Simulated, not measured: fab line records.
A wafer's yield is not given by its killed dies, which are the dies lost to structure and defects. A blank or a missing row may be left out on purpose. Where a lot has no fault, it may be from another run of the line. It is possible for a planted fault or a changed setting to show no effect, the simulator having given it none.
Which of the tools did it? || flow gf180mcu || 12 lots, 36 wafers sampled, at 4 steps of a route of 602

== WHAT THE GAUGES SHOWED, per wafer ==
GF_CONTACT_RS_MEAS_25: the measuring method here is four-point-probe. Usual: CONTACT_W_RS gives 0.383 ohm/sq (standard deviation 0.0037).
{"lot": "L362", "measured": "day 17 08:11", "on": "film metro-03", "CONTACT_W_RS (ohm/sq)": "0.386 0.386 0.383", "flag": ""}
{"lot": "L363", "measured": "day 17 23:54", "on": "film metro-01", "CONTACT_W_RS (ohm/sq)": "0.380 0.383 0.381", "flag": ""}
{"lot": "L364", "measured": "day 18 10:56", "on": "film metro-01", "CONTACT_W_RS (ohm/sq)": "0.385 0.386 0.389", "flag": ""}
{"lot": "L365", "measured": "day 18 17:07", "on": "film metro-04", "CONTACT_W_RS (ohm/sq)": "0.379 0.389 0.385", "flag": ""}
{"lot": "L366", "measured": "day 19 06:31", "on": "film metro-04", "CONTACT_W_RS (ohm/sq)": "0.382 0.380 0.382", "flag": ""}
{"lot": "L368", "measured": "day 20 01:40", "on": "film metro-04", "CONTACT_W_RS (ohm/sq)": "0.383 0.386 0.389", "flag": ""}
{"lot": "L370", "measured": "day 20 14:04", "on": "film metro-03", "CONTACT_W_RS (ohm/sq)": "0.381 0.381 0.380", "flag": ""}
{"lot": "L372", "measured": "day 21 06:14", "on": "film metro-03", "CONTACT_W_RS (ohm/sq)": "0.375 0.372 0.369", "flag": ""}
{"lot": "L376", "measured": "day 23 04:53", "on": "film metro-01", "CONTACT_W_RS (ohm/sq)": "0.387 0.383 0.388", "flag": ""}
{"lot": "L378", "measured": "day 23 08:43", "on": "film metro-01", "CONTACT_W_RS (ohm/sq)": "0.386 0.377 0.382", "flag": ""}
{"lot": "L380", "measured": "day 24 07:44", "on": "film metro-03", "CONTACT_W_RS (ohm/sq)": "0.384 0.387 0.381", "flag": ""}
{"lot": "L381", "measured": "day 24 08:43", "on": "film metro-03", "CONTACT_W_RS (ohm/sq)": "0.380 0.378 0.376", "flag": ""}

GF_CONTACT_THK_MEAS_26: measures by xrf. Usual: CONTACT_W_THK gives 300 nm (standard deviation 3.9).
{"lot": "L362", "measured": "day 17 08:18", "on": "film metro-03", "CONTACT_W_THK (nm)": "299 298 301", "flag": ""}
{"lot": "L363", "measured": "day 18 00:01", "on": "film metro-01", "CONTACT_W_THK (nm)": "304 300 301", "flag": ""}
{"lot": "L364", "measured": "day 18 11:04", "on": "film metro-01", "CONTACT_W_THK (nm)": "299 299 297", "flag": ""}
{"lot": "L365", "measured": "day 18 17:14", "on": "film metro-04", "CONTACT_W_THK (nm)": "301 294 297", "flag": ""}
{"lot": "L366", "measured": "day 19 06:38", "on": "film metro-04", "CONTACT_W_THK (nm)": "298 297 299", "flag": ""}
{"lot": "L368", "measured": "day 20 01:47", "on": "film metro-04", "CONTACT_W_THK (nm)": "299 297 294", "flag": ""}
{"lot": "L370", "measured": "day 20 14:11", "on": "film metro-03", "CONTACT_W_THK (nm)": "304 302 304", "flag": ""}
{"lot": "L372", "measured": "day 21 06:21", "on": "film metro-03", "CONTACT_W_THK (nm)": "309 312 313", "flag": ""}
{"lot": "L376", "measured": "day 23 04:59", "on": "film metro-01", "CONTACT_W_THK (nm)": "294 298 295", "flag": ""}
{"lot": "L378", "measured": "day 23 08:50", "on": "film metro-01", "CONTACT_W_THK (nm)": "297 301 297", "flag": ""}
{"lot": "L380", "measured": "day 24 07:51", "on": "film metro-03", "CONTACT_W_THK (nm)": "303 300 307", "flag": ""}
{"lot": "L381", "measured": "day 24 08:49", "on": "film metro-03", "CONTACT_W_THK (nm)": "305 308 309", "flag": ""}

== WHAT TOOL EACH LOT RAN ON (gives the tool, then ch and the chambers of the sampled wafers, and finally the start) ==
{"lot": "L362", "GF_CONTACT_CMP_04": "cmp-01 ch 1,2,3, day 16 08:44", "GF_CONTACT_CVD_24": "cvd w-02 ch 0,1, day 17 08:05"}
{"lot": "L363", "GF_CONTACT_CMP_04": "cmp-01 ch 1,2,3, day 16 23:11", "GF_CONTACT_CVD_24": "cvd w-01 ch 0,1, day 17 23:47"}
{"lot": "L364", "GF_CONTACT_CMP_04": "cmp-02 ch 0,1,3, day 17 10:17", "GF_CONTACT_CVD_24": "cvd w-02 ch 0,1, day 18 10:50"}
{"lot": "L365", "GF_CONTACT_CMP_04": "cmp-01 ch 0,2,3, day 17 16:20", "GF_CONTACT_CVD_24": "cvd w-02 ch 0,1, day 18 17:00"}
{"lot": "L366", "GF_CONTACT_CMP_04": "cmp-02 ch 0,2,3, day 18 05:17", "GF_CONTACT_CVD_24": "cvd w-02 ch 0,1, day 19 06:25"}
{"lot": "L368", "GF_CONTACT_CMP_04": "cmp-02 ch 1,3, day 18 23:49", "GF_CONTACT_CVD_24": "cvd w-02 ch 0,1, day 20 01:34"}
{"lot": "L370", "GF_CONTACT_CMP_04": "cmp-02 ch 0,1,2, day 19 12:22", "GF_CONTACT_CVD_24": "cvd w-01 ch 0,1, day 20 13:58"}
{"lot": "L372", "GF_CONTACT_CMP_04": "cmp-02 ch 1,2, day 20 04:43", "GF_CONTACT_CVD_24": "cvd w-02 ch 0,1, day 21 06:08"}
{"lot": "L376", "GF_CONTACT_CMP_04": "cmp-01 ch 0,1,3, day 22 04:43", "GF_CONTACT_CVD_24": "cvd w-01 ch 0,1, day 23 04:46"}
{"lot": "L378", "GF_CONTACT_CMP_04": "cmp-02 ch 1,2, day 22 09:01", "GF_CONTACT_CVD_24": "cvd w-01 ch 0,1, day 23 08:37"}
{"lot": "L380", "GF_CONTACT_CMP_04": "cmp-01 ch 0,1,3, day 23 08:34", "GF_CONTACT_CVD_24": "cvd w-01 ch 0,1, day 24 07:37"}
{"lot": "L381", "GF_CONTACT_CMP_04": "cmp-02 ch 0,1,3, day 23 09:22", "GF_CONTACT_CVD_24": "cvd w-02 ch 0,1, day 24 08:37"}
- GF_CONTACT_CMP_04: polishes SiO2.
- GF_CONTACT_CVD_24: deposits W, target thk 300 nm, time 90.339 s.

== AS READ BY THE TOOLS THEMSELVES (means over the sampled wafers that have a number; for cases with no such wafer, the mark the record gives instead) ==
GF_CONTACT_CMP_04. Usual: motor current A 13.3 A, standard deviation 0.71; time to endpoint s 112 s, standard deviation 5.4.
{"lot": "L362", "tool": "cmp-01", "motor current A (A)": 12.3, "time to endpoint s (s)": 114, "flag": ""}
{"lot": "L363", "tool": "cmp-01", "motor current A (A)": 12.6, "time to endpoint s (s)": 113, "flag": ""}
{"lot": "L364", "tool": "cmp-02", "motor current A (A)": 13.6, "time to endpoint s (s)": 111, "flag": ""}
{"lot": "L365", "tool": "cmp-01", "motor current A (A)": 12.9, "time to endpoint s (s)": 119, "flag": ""}
{"lot": "L366", "tool": "cmp-02", "motor current A (A)": 13.4, "time to endpoint s (s)": 112, "flag": ""}
{"lot": "L368", "tool": "cmp-02", "motor current A (A)": 13.9, "time to endpoint s (s)": 109, "flag": ""}
{"lot": "L370", "tool": "cmp-02", "motor current A (A)": 13.0, "time to endpoint s (s)": 111, "flag": ""}
{"lot": "L372", "tool": "cmp-02", "motor current A (A)": 13.1, "time to endpoint s (s)": 109, "flag": ""}
{"lot": "L376", "tool": "cmp-01", "motor current A (A)": 13.8, "time to endpoint s (s)": 119, "flag": ""}
{"lot": "L378", "tool": "cmp-02", "motor current A (A)": 13.2, "time to endpoint s (s)": 114, "flag": ""}
{"lot": "L380", "tool": "cmp-01", "motor current A (A)": 13.1, "time to endpoint s (s)": 114, "flag": ""}
{"lot": "L381", "tool": "cmp-02", "motor current A (A)": 13.9, "time to endpoint s (s)": 109, "flag": ""}

GF_CONTACT_CVD_24. Usual: heater power w 846 W, standard deviation 93.
{"lot": "L362", "tool": "cvd w-02", "heater power w (W)": 865, "flag": ""}
{"lot": "L363", "tool": "cvd w-01", "heater power w (W)": 725, "flag": ""}
{"lot": "L364", "tool": "cvd w-02", "heater power w (W)": 890, "flag": ""}
{"lot": "L365", "tool": "cvd w-02", "heater power w (W)": 862, "flag": ""}
{"lot": "L366", "tool": "cvd w-02", "heater power w (W)": 855, "flag": ""}
{"lot": "L368", "tool": "cvd w-02", "heater power w (W)": 899, "flag": ""}
{"lot": "L370", "tool": "cvd w-01", "heater power w (W)": 744, "flag": ""}
{"lot": "L372", "tool": "cvd w-02", "heater power w (W)": 859, "flag": ""}
{"lot": "L376", "tool": "cvd w-01", "heater power w (W)": 740, "flag": ""}
{"lot": "L378", "tool": "cvd w-01", "heater power w (W)": 805, "flag": ""}
{"lot": "L380", "tool": "cvd w-01", "heater power w (W)": 795, "flag": ""}
{"lot": "L381", "tool": "cvd w-02", "heater power w (W)": 907, "flag": ""}

== THE ANSWER, worked out from the rows above alone ==
Rule: a lot is off if the mean of its wafers that have a number lies more than 3 standard deviations from the usual mean. A lot without any number at a reading at which 4 lots or more have one is off too. Where the step has rows for the other lots, those lots are counted as sound. First the gauges in route order, then the tools' own readings, where a lot's mean is used as printed above. The first step at which some lot is off is used, and at that step the reading that is off furthest; a lot without a number counts as furthest.
No lot is off on any of the readings shown, so nothing can be concluded from this.

== WHAT THE SIMULATOR PUT IN ==
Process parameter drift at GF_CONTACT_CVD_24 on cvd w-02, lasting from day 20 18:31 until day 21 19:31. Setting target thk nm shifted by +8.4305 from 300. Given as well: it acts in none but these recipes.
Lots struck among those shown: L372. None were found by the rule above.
